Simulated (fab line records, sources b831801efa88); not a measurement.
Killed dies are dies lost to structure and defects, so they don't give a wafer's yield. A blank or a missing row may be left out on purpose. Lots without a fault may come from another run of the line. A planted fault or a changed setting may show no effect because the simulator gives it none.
Which tool did it? | flow gf180mcu | 6 lots, 18 wafers sampled, at 1 step of a route of 602

WHAT THE GAUGES READ, wafer by wafer
GF_V4_BOW_MEAS_05.
lot  | measured     | on            | V4_BOW (um)
L904 | day 24 08:44 | film_metro-04 | 137 133 136
L906 | day 25 00:13 | film_metro-01 | 124 127 127
L908 | day 25 21:14 | film_metro-04 | 143 134 138
L916 | day 28 03:06 | film_metro-03 | 137 142 137
L919 | day 28 23:53 | film_metro-04 | 140 129 160
L924 | day 30 11:59 | film_metro-03 | 140 120 125

WHICH TOOL RAN EACH LOT (tool, then ch and the chambers of the sampled wafers, then the start)
The record holds no process step before these readings.

THE ANSWER, worked out from the rows above alone
Rule: what is usual is taken from the lots themselves. Put in order of their means at a reading, lots are off if they are a third of the lots or fewer, leave a main group of 4 or more, and stand apart from it by a gap of 3 or more times the standard deviation of the main group's means; of several such gaps the widest counts. A main group whose means are all the same, to the digits that the tables above print for the reading, isn't used. A lot without any number at a reading at which 4 lots or more have one is off too. The other lots that the step has rows for count as sound.
No lot is off at any reading shown: from this, nothing can be told.

WHAT THE SIMULATOR HAD PUT IN
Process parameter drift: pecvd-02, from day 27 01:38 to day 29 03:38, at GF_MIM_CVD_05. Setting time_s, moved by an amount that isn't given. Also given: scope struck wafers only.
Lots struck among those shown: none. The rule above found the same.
